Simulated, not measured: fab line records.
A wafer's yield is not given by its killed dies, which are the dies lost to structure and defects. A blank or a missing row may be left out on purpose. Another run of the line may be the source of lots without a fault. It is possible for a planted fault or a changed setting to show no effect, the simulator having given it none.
Problem report in the 8D (eight disciplines) form, filled by code + flow sky130 + the parts of the form that need people (team, actions taken, sign-off) are left out

== 1. THE ISSUE ==
At SKY_VIA2_ETCH_14, runLengthS averages 54.1 s over 2 wafers from 2 lots, while fault-free wafers read 74.2 s, standard deviation 0.57. That puts it -35 standard deviations away from the usual mean.
The step: etches BARC in N2/H2, stops on SiO2, time 45.9 s, target depth 60 nm.
The first sign was on wafer L508.5 at day 42 01:10, on rieDiel-01. Wafers with a number at this step in the record: 41, from 14 lots. The rule behind "out" and "out of limits": a value lying over 4 standard deviations away from the usual mean. The other wafers with a number count as sound.

== 2. WHAT IT IS; WHAT IT IS NOT ==
| question                    | is                       | is not                                                                    |
|-----------------------------|--------------------------|---------------------------------------------------------------------------|
| which readings at this step | runLengthS, oesProductAu | drypumpMotorCurrentA                                                      |
| which lots                  | L508, L519               | L496, L497, L498, L499, L500, L501, L503, L505, L506, L510, L511, L512    |
| which wafers of those lots  | L508.5, L519.5           | L508.1, L508.3, L519.4                                                    |
| read on which tools         | rieDiel-01               | rieDiel-02, rieDiel-03                                                    |
| when                        | from day 42 01:10        | up to then (35 sound wafers); but 4 sound wafers of L510, L519 came after |

== 3. WHAT RULES OUT EACH SUSPECT ==
Counting: any tool at a process step up to the reading remains a suspect provided it ran every lot that is out. Sound lots after the first of them don't rule it out here, since some wafers of a struck lot are sound.
- pvdSputter-01 at SKY_METAL2_SPUTTER_03 (material Ti, target thk 5 nm, time 3.3 s): kept. Ran every lot that is out, first one L508 (day 39 23:50); last sound lot up to then L511 (day 39 21:09).
- rieDiel-01 at SKY_VIA2_ETCH_14 (etches BARC in N2/H2, stops on SiO2, time 45.9 s, target depth 60 nm): kept. Ran every lot that is out, first one L508 (day 42 01:10); last sound lot up to then L511 (day 41 23:46). On those wafers its own readings are out: oesProductAu, runLengthS.
- In rieDiel-01 at SKY_VIA2_ETCH_14, the wafers that are out were processed in chamber 2 and their sound lot-mates in chambers 0, 1.
Left after counting: pvdSputter-01 at SKY_METAL2_SPUTTER_03, rieDiel-01 at SKY_VIA2_ETCH_14.

== 4. THE CAUSE (what the simulator had put in) ==
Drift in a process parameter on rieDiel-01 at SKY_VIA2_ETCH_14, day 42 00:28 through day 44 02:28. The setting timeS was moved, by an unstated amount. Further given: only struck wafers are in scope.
This tool is one of the 2 suspects left after counting.

== 5. THE EFFECT CHAIN, in route order ==
Each row: a reading whose mean over the struck wafers that have a number lies more than 3 standard deviations from the usual. Only readings for which the record gives a usual standard deviation are gone through. hours: the time from each lot's start at the first step in this table that gives one to its start at this step, as a median over the lots. sigmas: the change in usual standard deviations.
| hours | step              | reading              | usual      | on struck wafers | change | sigmas      |
|-------|-------------------|----------------------|------------|------------------|--------|-------------|
| 0     | SKY_VIA2_ETCH_14  | oesProductAu         | 0.855 a.u. | 0.990            | +0.135 | +29         |
| 0     | SKY_VIA2_ETCH_14  | runLengthS           | 74.2 s     | 54.1             | -20.1  | -35         |
| 0     | SKY_VIA2_ETCH_15  | oesProductAu         | 0.939 a.u. | 0.373            | -0.566 | -99 or more |
| 0     | SKY_VIA2_STRIP_16 | stripTimeToEndpointS | 4.049 s    | 4.275            | +0.226 | +11         |
Process steps it contains:
- SKY_VIA2_ETCH_14: etches BARC in N2/H2, stops on SiO2, time 45.9 s, target depth 60 nm.
- SKY_VIA2_ETCH_15: etches SiO2 in C4F8/O2/Ar, stops on TiN, target depth 546 nm, time 84 s.
- SKY_VIA2_STRIP_16: strips in O2/N2.
Readings that are blank on the struck wafers while sound wafers have them: biasW at SKY_VIA2_ETCH_14; rfFwdPowerW at SKY_VIA2_ETCH_14.

== 6. HOW IT WOULD HAVE BEEN CAUGHT EARLIER ==
In this record the first reading out of limits was taken at day 42 01:10, 1 hour after the fault began at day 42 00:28.
